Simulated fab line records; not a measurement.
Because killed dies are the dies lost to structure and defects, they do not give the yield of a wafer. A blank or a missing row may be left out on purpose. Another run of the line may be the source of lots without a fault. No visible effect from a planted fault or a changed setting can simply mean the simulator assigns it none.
fab line records -- flow sfq-line
record: lots: 14, wafers: 42, last-day: 86
route steps=325 shown I3@133 M4@161
lots with no fault: from the same line, run without faults
start-h: start of the lot's first displayed wafer, in hours after the record's first day -- wait-h: hours elapsed since this lot's preceding step -- " unchanged from the row above -- L1.1+2: a row that stands for several wafers -- - either no value or no given start -- * or withheld: withheld -- < > ~ a bound
route shown NAME@n: a module of which the file shows steps, and the number in the route of the first -- usual: mean/standard deviation of fault-free wafers -- same: alike in all rows -- chamber/n: place in a boat -- sites: per-site readings -- _std_site: standard deviation of those values -- _edge_site: the outer-site mean with the inner-site mean subtracted -- radius-mm: how far each site lies from the wafer's centre -- mask NAME#n: copy n -- behind: tool/chamber where the wafer was last shaped -- hold: cause of the lot's hold/its duration in hours/its outcome -- device: the transistor (n, p or np) that didn't switch -- end of line: tests of these same wafers at the route's end -- where a step has no rows: the recipe by itself -- killed: count of dies lost to structure and defects at first sort (not the wafer's yield) -- map: a wafer's dies, x killed, . not, _ none there
set.NAME: setting as actually run; set.NAME@STEP: the setting as run at that earlier step -- model.NAME: the simulator's own value behind a step, which no gauge read
route steps across a sampled set of lots; one table per step, one row per wafer
services: the hour from which a tool's chamber was out of use, counted from the record's first day as start-h (under 0 if before that day), plus the number of hours and why
== steps ==
step: SFQ_TRILAYER_I3_DEP_PECVD_081
recipe: material: SiO2, temp-c: 150, time-s: 111.11, pressure-torr: 2.4, rf-w: 183.3, precursor: SiH4/N2O, target-thk-nm: 500
usual: heater-power-w: 81/10, rf-fwd-power-W: 182.3/0.62, throttle-valve-pct: 25.0/1.3
lot.wafer,tool,chamber,start-h,wait-h,heater-power-w,rf-fwd-power-W,since-wet-clean-h,throttle-valve-pct
L687.2,pecvd-03,1,638.31,0.0,77,181.4,800,25.4
L687.4,pecvd-03,1,638.31,0.0,80,182.0,-,25.6
L687.5,pecvd-03,2,638.31,0.0,94,182.5,-,26.4
L688.3,pecvd-03,1,643.11,0.0,81,181.9,804,25.4
L688.4,pecvd-03,1,643.11,0.0,81,181.8,-,25.6
L688.6,pecvd-03,2,643.11,0.0,95,183.0,-,26.3
L689.3,pecvd-02,0,759.63,0.0,74,182.8,1304,24.3
L689.5,pecvd-02,1,759.63,0.0,84,181.8,-,24.7
L689.6,pecvd-02,0,759.63,0.0,74,183.3,-,24.2
L695.1,pecvd-03,1,912.90,0.0,80,182.2,1074,26.2
L695.3,pecvd-03,0,912.90,0.0,92,181.6,1074,24.9
L695.4,pecvd-03,2,912.90,0.0,82,212.5,-,27.1
L697.1,pecvd-03,2,920.00,0.0,77,210.8,1081,27.0
L697.5,pecvd-03,0,920.00,0.0,86,181.9,-,24.9
L697.6,pecvd-03,2,920.00,0.0,79,211.3,-,27.1
L700.2,pecvd-02,0,1106.31,0.0,82,182.7,159,24.2
L700.3,pecvd-02,2,1106.31,0.0,85,181.6,159,23.1
L700.6,pecvd-02,1,1106.31,0.0,82,181.4,-,22.3
L701.2,pecvd-03,2,1108.73,0.0,84,182.6,1270,27.1
L701.4,pecvd-03,0,1108.73,0.0,89,181.4,-,24.8
L701.5,pecvd-03,2,1108.73,0.0,86,183.6,-,26.9
L702.2,pecvd-02,2,1109.93,0.0,88,181.6,163,23.5
L702.3,pecvd-02,0,1109.93,0.0,74,184.0,163,24.1
L702.6,pecvd-02,0,1109.93,0.0,77,182.9,-,24.1
L703.4,pecvd-03,1,1120.75,0.0,81,182.3,-,25.9
L703.5,pecvd-03,2,1120.75,0.0,91,183.2,-,26.9
L703.6,pecvd-03,0,1120.75,0.0,90,181.2,-,24.6
L704.1,pecvd-04,2,1124.31,0.0,84,182.3,547,24.8
L704.3,pecvd-04,0,1124.31,0.0,55,183.2,547,26.4
L704.4,pecvd-04,0,1124.31,0.0,57,182.7,-,26.3
L705.2,pecvd-04,1,1127.91,0.0,76,181.8,550,24.9
L705.3,pecvd-04,2,1127.91,0.0,71,182.0,550,25.0
L705.4,pecvd-04,0,1127.91,0.0,59,182.2,-,26.3
L707.1,pecvd-03,2,1130.31,0.0,79,182.9,1292,27.1
L707.3,pecvd-03,1,1130.31,0.0,72,182.7,1292,26.2
L707.4,pecvd-03,0,1130.31,0.0,86,181.9,-,24.8
L708.1,pecvd-02,0,1131.51,0.0,80,182.3,184,24.0
L708.3,pecvd-02,1,1131.51,0.0,74,181.8,184,22.2
L708.4,pecvd-02,2,1131.51,0.0,85,182.6,-,23.4
L709.3,pecvd-03,0,1132.71,0.0,82,182.3,1294,24.6
L709.5,pecvd-03,1,1132.71,0.0,82,182.1,-,26.2
L709.6,pecvd-03,0,1132.71,0.0,83,181.9,-,24.7
step: SFQ_TRILAYER_I3_METRO_MEASURE_083
usual: thk-nm: 199.6/0.92
lot.wafer,tool,chamber,start-h,wait-h,thk-nm
L687.2,film-metro-04,-,641.70,0.3,201.0
L687.4,film-metro-04,-,641.70,0.3,199.7
L687.5,film-metro-04,-,641.70,0.3,200.7
L688.3,film-metro-01,-,651.50,0.5,199.4
L688.4,film-metro-01,-,651.50,0.5,199.3
L688.6,film-metro-01,-,651.50,0.5,199.7
L689.3,film-metro-01,-,764.20,0.5,199.0
L689.5,film-metro-01,-,764.20,0.5,199.1
L689.6,film-metro-01,-,764.20,0.5,198.8
L695.1,film-metro-01,-,916.09,0.1,201.0
L695.3,film-metro-01,-,916.09,0.1,199.8
L695.4,film-metro-01,-,916.09,0.1,199.7
L697.1,film-metro-01,-,923.76,0.1,199.5
L697.5,film-metro-01,-,923.76,0.1,199.8
L697.6,film-metro-01,-,923.76,0.1,199.9
L700.2,film-metro-03,-,1116.82,0.3,199.9
L700.3,film-metro-03,-,1116.82,0.3,199.6
L700.6,film-metro-03,-,1116.82,0.3,199.7
L701.2,film-metro-04,-,1119.82,0.3,199.6
L701.4,film-metro-04,-,1119.82,0.3,198.8
L701.5,film-metro-04,-,1119.82,0.3,199.4
L702.2,film-metro-04,-,1122.82,0.3,200.0
L702.3,film-metro-04,-,1122.82,0.3,198.4
L702.6,film-metro-04,-,1122.82,0.3,199.1
L703.4,film-metro-03,-,1126.22,0.6,199.9
L703.5,film-metro-03,-,1126.22,0.6,199.4
L703.6,film-metro-03,-,1126.22,0.6,199.9
L704.1,film-metro-04,-,1127.51,0.1,200.1
L704.3,film-metro-04,-,1127.51,0.1,201.2
L704.4,film-metro-04,-,1127.51,0.1,199.8
L705.2,film-metro-03,-,1131.31,0.3,199.6
L705.3,film-metro-03,-,1131.31,0.3,198.7
L705.4,film-metro-03,-,1131.31,0.3,199.5
L707.1,film-metro-01,-,1135.31,0.1,198.2
L707.3,film-metro-01,-,1135.31,0.1,199.2
L707.4,film-metro-01,-,1135.31,0.1,199.6
L708.1,film-metro-03,-,1138.31,0.1,200.4
L708.3,film-metro-03,-,1138.31,0.1,198.3
L708.4,film-metro-03,-,1138.31,0.1,199.1
L709.3,film-metro-04,-,1140.51,0.5,198.8
L709.5,film-metro-04,-,1140.51,0.5,198.2
L709.6,film-metro-04,-,1140.51,0.5,197.8
step: SFQ_I3_OVL_MEAS_923
usual: I3_OVL: 1/4.9
lot.wafer,tool,chamber,start-h,wait-h,I3_OVL[nm]
L687.2,overlay-01,-,799.24,0.1,1
L687.4,overlay-01,-,799.24,0.1,-1
L687.5,overlay-01,-,799.24,0.1,-4
L688.3,overlay-01,-,811.37,0.1,-4
L688.4,overlay-01,-,811.37,0.1,-2
L688.6,overlay-01,-,811.37,0.1,3
L689.3,overlay-02,-,815.95,0.1,-4
L689.5,overlay-02,-,815.95,0.1,1
L689.6,overlay-02,-,815.95,0.1,-4
L695.1,overlay-01,-,921.43,0.1,-5
L695.3,overlay-01,-,921.43,0.1,2
L695.4,overlay-01,-,921.43,0.1,-4
L697.1,overlay-01,-,939.43,0.1,-3
L697.5,overlay-01,-,939.43,0.1,0
L697.6,overlay-01,-,939.43,0.1,0
L700.2,overlay-02,-,1132.92,0.1,-1
L700.3,overlay-02,-,1132.92,0.1,4
L700.6,overlay-02,-,1132.92,0.1,-1
L701.2,overlay-01,-,1136.52,0.1,1
L701.4,overlay-01,-,1136.52,0.1,-5
L701.5,overlay-01,-,1136.52,0.1,4
L702.2,overlay-01,-,1138.92,0.1,3
L702.3,overlay-01,-,1138.92,0.1,11
L702.6,overlay-01,-,1138.92,0.1,6
L703.4,overlay-01,-,1140.13,0.1,0
L703.5,overlay-01,-,1140.13,0.1,-2
L703.6,overlay-01,-,1140.13,0.1,-1
L704.1,overlay-01,-,1142.51,0.1,-6
L704.3,overlay-01,-,1142.51,0.1,-3
L704.4,overlay-01,-,1142.51,0.1,-3
L705.2,overlay-01,-,1145.92,0.1,-4
L705.3,overlay-01,-,1145.92,0.1,-13
L705.4,overlay-01,-,1145.92,0.1,-9
L707.1,overlay-02,-,1150.71,0.1,3
L707.3,overlay-02,-,1150.71,0.1,-2
L707.4,overlay-02,-,1150.71,0.1,2
L708.1,overlay-02,-,1156.81,0.1,4
L708.3,overlay-02,-,1156.81,0.1,-2
L708.4,overlay-02,-,1156.81,0.1,3
L709.3,overlay-02,-,1160.43,0.1,-4
L709.5,overlay-02,-,1160.43,0.1,-8
L709.6,overlay-02,-,1160.43,0.1,-4
step: SFQ_TRILAYER_M4_STRIP_STRIP_097
recipe: gas: O2, power-w: 200, platen-temp-c: 40, overash-fraction: 0.65, chemistry: O2, pressure-mtorr: 50
usual: chamber-pressure-mTorr: 50.00/0.048, drypump-motor-current-A: 6.0/0.51, oes-product-au: 1.000/0.0076
lot.wafer,tool,chamber,start-h,wait-h,chamber-pressure-mTorr,drypump-motor-current-A,oes-product-au,rf-hours-counter-h
L687.2,rie-metal-01,0,925.79,0.1,50.02,5.3,0.997,13
L687.4,rie-metal-01,0,925.79,0.1,49.95,5.3,0.995,-
L687.5,rie-metal-01,1,925.79,0.1,50.06,6.2,1.001,-
L688.3,rie-metal-01,0,940.39,0.2,50.10,5.3,1.008,-
L688.4,rie-metal-01,1,940.39,0.2,50.00,6.2,0.992,-
L688.6,rie-metal-01,0,940.39,0.2,50.03,5.3,1.004,-
L689.3,rie-metal-01,1,946.52,0.3,50.08,6.2,1.004,-
L689.5,rie-metal-01,1,946.52,0.3,49.97,6.2,1.000,-
L689.6,rie-metal-01,0,946.52,0.3,49.97,5.3,0.991,-
L695.1,rie-metal-03,1,1061.13,0.1,49.95,6.1,0.993,90
L695.3,rie-metal-03,1,1061.13,0.1,49.98,6.1,0.986,-
L695.4,rie-metal-03,0,1061.13,0.1,50.03,6.6,0.990,-
L697.1,rie-metal-01,0,1086.52,0.2,49.91,5.3,1.006,46
L697.5,rie-metal-01,0,1086.52,0.2,50.04,5.3,1.000,-
L697.6,rie-metal-01,0,1086.52,0.2,49.89,5.3,0.999,-
L700.2,rie-metal-01,1,1149.73,0.1,49.96,6.2,1.000,6
L700.3,rie-metal-01,1,1149.73,0.1,49.97,6.3,1.009,-
L700.6,rie-metal-01,1,1149.73,0.1,49.96,6.2,0.998,-
L701.2,rie-metal-03,0,1153.33,0.1,49.96,6.6,1.007,93
L701.4,rie-metal-03,0,1153.33,0.1,50.03,6.6,0.994,-
L701.5,rie-metal-03,1,1153.33,0.1,49.98,6.1,0.993,-
L702.2,rie-metal-02,1,1158.30,0.1,50.04,5.2,1.001,24
L702.3,rie-metal-02,0,1158.30,0.1,50.05,6.1,1.002,-
L702.6,rie-metal-02,1,1158.30,0.1,50.08,5.2,1.006,-
L703.4,rie-metal-01,1,1162.62,0.7,49.90,6.2,1.012,-
L703.5,rie-metal-01,1,1162.62,0.7,49.99,6.2,1.005,-
L703.6,rie-metal-01,1,1162.62,0.7,50.00,6.2,1.006,-
L704.1,rie-metal-01,1,1164.42,0.2,50.02,6.2,1.019,10
L704.3,rie-metal-01,1,1164.42,0.2,49.89,6.2,0.999,-
L704.4,rie-metal-01,1,1164.42,0.2,49.97,6.2,1.010,-
L705.2,rie-metal-03,1,1167.83,0.1,49.97,6.1,0.993,104
L705.3,rie-metal-03,0,1167.83,0.1,50.04,6.7,1.002,-
L705.4,rie-metal-03,1,1167.83,0.1,49.98,6.1,0.988,-
L707.1,rie-metal-03,1,1175.03,0.1,50.02,6.1,0.982,105
L707.3,rie-metal-03,0,1175.03,0.1,49.95,6.6,1.003,-
L707.4,rie-metal-03,1,1175.03,0.1,50.03,6.1,0.987,-
L708.1,rie-metal-03,1,1179.83,0.1,50.01,6.1,0.996,106
L708.3,rie-metal-03,0,1179.83,0.1,50.00,6.6,0.999,-
L708.4,rie-metal-03,1,1179.83,0.1,50.05,6.1,0.991,-
L709.3,rie-metal-03,1,1184.83,0.2,49.97,6.1,0.995,-
L709.5,rie-metal-03,1,1184.83,0.2,49.97,6.1,0.993,-
L709.6,rie-metal-03,0,1184.83,0.2,50.02,6.6,0.998,-
== services ==
tool,chamber,start-h,hours,kind
rie-metal-01,1,616.85,12.0,repair
film-metro-01,-,629.04,0.5,pm
film-metro-01,-,639.24,0.2,pm
film-metro-04,-,670.01,2.6,pm
pecvd-03,-,687.21,28.1,pm
rie-metal-01,-,695.73,14.6,pm
film-metro-01,-,702.60,3.8,pm
film-metro-04,-,706.58,0.7,pm
rie-metal-01,-,776.70,0.8,repair
pecvd-03,0,798.60,3.2,repair
rie-metal-03,0,863.06,8.7,repair
rie-metal-03,1,864.56,7.5,repair
pecvd-03,2,885.72,7.8,repair
rie-metal-03,1,893.49,1.3,repair
pecvd-03,1,978.87,9.4,repair
rie-metal-03,-,981.79,0.2,repair
rie-metal-01,1,1004.32,48.7,repair
pecvd-03,2,1077.09,4.8,repair
rie-metal-03,-,1085.31,15.8,repair
rie-metal-01,-,1115.28,28.1,pm
rie-metal-03,-,1138.70,2.8,pm
rie-metal-01,0,1158.35,12.4,repair
pecvd-03,-,1164.20,0.8,pm
rie-metal-01,-,1183.03,4.3,pm
== key ==
first-sign: step: SFQ_TRILAYER_I3_DEP_PECVD_081, reading: rf-fwd-power-W, direction: up, sigmas: 47, usual: 182.3, struck: 211.5
effect none on later readings
met-at SFQ_TRILAYER_I3_DEP_PECVD_081
struck-lots L695,L697
struck-wafers L695.4,L697.1,L697.6
not-acting-at SFQ_TRILAYER_I3_METRO_MEASURE_083,SFQ_I3_OVL_MEAS_923,SFQ_TRILAYER_M4_STRIP_STRIP_097
onset-between 643.11 912.90
fault: kind: process-parameter-drift, tool: pecvd-03, chamber: 2, onset-h: 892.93, steps: SFQ_TRILAYER_I3_DEP_PECVD_081, channel: rf-w, offset: 29.328, shape: step, end-h: 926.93, acts-in: these-recipes-only, stated: 183.3
